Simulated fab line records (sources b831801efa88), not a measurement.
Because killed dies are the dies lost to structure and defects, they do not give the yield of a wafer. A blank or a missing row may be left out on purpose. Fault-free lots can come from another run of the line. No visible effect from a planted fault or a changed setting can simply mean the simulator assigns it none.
Tool commonality check || flow sky130 || 15 lots and 45 wafers in the sample

== WHY IT WAS OPENED ==
3 of 15 lots carry a flag on the reading VIA3_BOW at SKY_VIA3_BOW_MEAS_03. No-fault wafers: 80 um, standard deviation 7.6.
Rule: flag the lot when none of its wafers has a number, or when each of its wafers that has one lies beyond 4 standard deviations from that mean. The other lots count as sound.

{"lot": "L836", "measured": "day 39 15:41", "on": "film-metro-01", "VIA3_BOW (um), wafer by wafer": "82 94 77", "flag": ""}
{"lot": "L839", "measured": "day 39 22:08", "on": "film-metro-01", "VIA3_BOW (um), wafer by wafer": "84 74 85", "flag": ""}
{"lot": "L837", "measured": "day 39 22:10", "on": "film-metro-03", "VIA3_BOW (um), wafer by wafer": "143 139 142", "flag": "FLAGGED"}
{"lot": "L840", "measured": "day 40 00:07", "on": "film-metro-03", "VIA3_BOW (um), wafer by wafer": "140 152 149", "flag": "FLAGGED"}
{"lot": "L841", "measured": "day 40 00:15", "on": "film-metro-04", "VIA3_BOW (um), wafer by wafer": "118 132 126", "flag": "FLAGGED"}
{"lot": "L843", "measured": "day 40 20:55", "on": "film-metro-03", "VIA3_BOW (um), wafer by wafer": "97 80 84", "flag": ""}
{"lot": "L845", "measured": "day 41 03:14", "on": "film-metro-03", "VIA3_BOW (um), wafer by wafer": "76 75 76", "flag": ""}
{"lot": "L846", "measured": "day 41 13:45", "on": "film-metro-04", "VIA3_BOW (um), wafer by wafer": "74 86 73", "flag": ""}
{"lot": "L848", "measured": "day 42 04:29", "on": "film-metro-03", "VIA3_BOW (um), wafer by wafer": "89 84 85", "flag": ""}
{"lot": "L849", "measured": "day 42 05:39", "on": "film-metro-01", "VIA3_BOW (um), wafer by wafer": "70 76 84", "flag": ""}
{"lot": "L850", "measured": "day 42 10:06", "on": "film-metro-03", "VIA3_BOW (um), wafer by wafer": "79 84 88", "flag": ""}
{"lot": "L852", "measured": "day 43 08:08", "on": "film-metro-04", "VIA3_BOW (um), wafer by wafer": "79 98 88", "flag": ""}
{"lot": "L854", "measured": "day 44 03:47", "on": "film-metro-03", "VIA3_BOW (um), wafer by wafer": "84 82 83", "flag": ""}
{"lot": "L856", "measured": "day 44 09:57", "on": "film-metro-01", "VIA3_BOW (um), wafer by wafer": "67 84 75", "flag": ""}
{"lot": "L857", "measured": "day 44 12:48", "on": "film-metro-04", "VIA3_BOW (um), wafer by wafer": "70 67 73", "flag": ""}
The numbers of the flagged lots are 138 um on average: +58 um against the usual, or +8 standard deviations.

== WHICH TOOL RAN EACH LOT ==
The record holds 1 process step before the reading, out of a route of 708 steps. Cell contents, in order: the tool; ch with the chambers the sampled wafers went through; the start.
{"lot": "L836", "flag": "", "SKY_VIA3_CMP_02": "cmp-02 ch 1,2,3, day 39 15:22"}
{"lot": "L839", "flag": "", "SKY_VIA3_CMP_02": "cmp-02 ch 0,3, day 39 21:50"}
{"lot": "L837", "flag": "FLAGGED", "SKY_VIA3_CMP_02": "cmp-01 ch 1,2,3, day 39 21:57"}
{"lot": "L840", "flag": "FLAGGED", "SKY_VIA3_CMP_02": "cmp-01 ch 0,1,3, day 39 23:48"}
{"lot": "L841", "flag": "FLAGGED", "SKY_VIA3_CMP_02": "cmp-02 ch 0,1, day 39 23:57"}
{"lot": "L843", "flag": "", "SKY_VIA3_CMP_02": "cmp-02 ch 0,1,2, day 40 20:38"}
{"lot": "L845", "flag": "", "SKY_VIA3_CMP_02": "cmp-01 ch 0,2, day 41 02:56"}
{"lot": "L846", "flag": "", "SKY_VIA3_CMP_02": "cmp-02 ch 2,3, day 41 13:26"}
{"lot": "L848", "flag": "", "SKY_VIA3_CMP_02": "cmp-01 ch 0,1,2, day 42 04:11"}
{"lot": "L849", "flag": "", "SKY_VIA3_CMP_02": "cmp-01 ch 0,2,3, day 42 05:27"}
{"lot": "L850", "flag": "", "SKY_VIA3_CMP_02": "cmp-02 ch 1,2, day 42 09:51"}
{"lot": "L852", "flag": "", "SKY_VIA3_CMP_02": "cmp-01 ch 0,1,3, day 43 07:56"}
{"lot": "L854", "flag": "", "SKY_VIA3_CMP_02": "cmp-01 ch 0,2,3, day 44 03:38"}
{"lot": "L856", "flag": "", "SKY_VIA3_CMP_02": "cmp-02 ch 0,3, day 44 09:42"}
{"lot": "L857", "flag": "", "SKY_VIA3_CMP_02": "cmp-02 ch 0,1,3, day 44 12:33"}
What the steps here do:
- SKY_VIA3_CMP_02: polishes SiO2.
- SKY_VIA3_BOW_MEAS_03

== FLAGGED AGAINST TOTAL, ONE TOOL AT A TIME (gauges that did the reading follow at the end) ==
{"step": "SKY_VIA3_CMP_02", "tool": "cmp-01", "lots run": 7, "flagged": 2, "share of the flagged lots": "some", "sound lots run after its first flagged lot": "5 (L845,L848,L849,L852,L854)"}
{"step": "SKY_VIA3_CMP_02", "tool": "cmp-02", "lots run": 8, "flagged": 1, "share of the flagged lots": "some", "sound lots run after its first flagged lot": "5 (L843,L846,L850,L856,L857)"}
{"step": "SKY_VIA3_BOW_MEAS_03", "tool": "film-metro-01", "lots run": 4, "flagged": 0, "share of the flagged lots": "none", "sound lots run after its first flagged lot": "-"}
{"step": "SKY_VIA3_BOW_MEAS_03", "tool": "film-metro-03", "lots run": 7, "flagged": 2, "share of the flagged lots": "some", "sound lots run after its first flagged lot": "5 (L843,L845,L848,L850,L854)"}
{"step": "SKY_VIA3_BOW_MEAS_03", "tool": "film-metro-04", "lots run": 4, "flagged": 1, "share of the flagged lots": "some", "sound lots run after its first flagged lot": "3 (L846,L852,L857)"}

== WHAT THE TABLE PERMITS ==
No row of the table ran every flagged lot.

== WHAT WAS PUT IN BY THE SIMULATOR ==
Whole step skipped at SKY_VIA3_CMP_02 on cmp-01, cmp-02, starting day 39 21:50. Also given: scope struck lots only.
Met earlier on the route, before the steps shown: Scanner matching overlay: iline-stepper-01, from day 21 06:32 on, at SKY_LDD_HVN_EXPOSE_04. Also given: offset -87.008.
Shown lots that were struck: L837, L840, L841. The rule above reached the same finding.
